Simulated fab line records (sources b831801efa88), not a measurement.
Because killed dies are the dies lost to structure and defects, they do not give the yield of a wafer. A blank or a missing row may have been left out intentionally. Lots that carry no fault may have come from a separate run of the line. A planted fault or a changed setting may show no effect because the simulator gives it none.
Problem report in the 8D (eight disciplines) form, filled by code ; flow sfq line ; the parts of the form that need people (team, actions taken, sign-off) are left out

== 1. WHAT IS WRONG ==
Wafers without a fault read 69.7 s, standard deviation 0.48; run length s at SFQ_TRILAYER_M5_BARC_OPEN_METAL_ETCH_161 reads a mean of 82.1 s on 5 wafers belonging to 2 lots. Measured from the usual mean, that is +26 standard deviations.
The step: etches BARC in O2, target depth 125 nm, time 41.7 s.
The first sign was on wafer L372.2 at day 63 19:38, on rie metal-04. At this step, 18 wafers from 6 lots have a number in the record. By rule, "out" or "out of limits" means more than 4 standard deviations away from the usual mean. Any other wafer with a number is counted as sound.

== 2. WHAT THIS IS AND IS NOT ==
question;is;is not
which readings at this step;run length s, oes product au;bias w, drypump motor current A
which lots;L372, L373;L360, L367, L374, L381
which wafers of those lots;L372.2, L372.3, L373.2, L373.3, L373.5;L372.1
read on which tools;rie metal-04;rie metal-01, rie metal-03
when;from day 63 19:38;"up to then (7 sound wafers); but 6 sound wafers of L374, L381 came after"

== 3. WHAT RULES OUT EACH SUSPECT ==
Counting: a tool at a process step up to the reading stays a suspect if it ran every lot that is out. Sound lots after the first of them don't rule it out here, since some wafers of a struck lot are sound.
- rie metal-04 at SFQ_TRILAYER_M5_BARC_OPEN_METAL_ETCH_161 (etches BARC in O2, target depth 125 nm, time 41.7 s): kept. It processed each lot that is out (first: L372, day 63 19:38); up to then, its last sound lot is L367 (day 58 18:21). Its own readings are out on those wafers: oes product au, run length s.
Remaining after the count: rie metal-04 at SFQ_TRILAYER_M5_BARC_OPEN_METAL_ETCH_161.

== 4. THE CAUSE (what the simulator had put in) ==
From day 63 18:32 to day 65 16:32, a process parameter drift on rie metal-04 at SFQ_TRILAYER_M5_BARC_OPEN_METAL_ETCH_161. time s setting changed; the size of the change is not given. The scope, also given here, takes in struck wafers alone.
Only this tool survived the counting.

== 5. THE CHAIN OF EFFECTS, in route order ==
Each row: a reading whose mean over the struck wafers that have a number lies more than 3 standard deviations from the usual. Only readings whose record carries a usual standard deviation are examined. hours: median over the lots of the time between each lot's start at the first step of this table that gives one and its start at this step. sigmas: the change, counted in usual standard deviations.
hours;step;reading;usual;on struck wafers;change;sigmas
0;SFQ_TRILAYER_M5_BARC_OPEN_METAL_ETCH_161;oes product au;0.685 a.u.;0.612;-0.073;-17
0;SFQ_TRILAYER_M5_BARC_OPEN_METAL_ETCH_161;run length s;69.7 s;82.1;+12.4;+26
The process steps in it:
- SFQ_TRILAYER_M5_BARC_OPEN_METAL_ETCH_161: etches BARC in O2, target depth 125 nm, time 41.7 s.

== 6. WHAT WOULD HAVE CAUGHT IT SOONER ==
In this record the first reading out of limits was taken at day 63 19:38, 1 hour after the fault began at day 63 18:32.
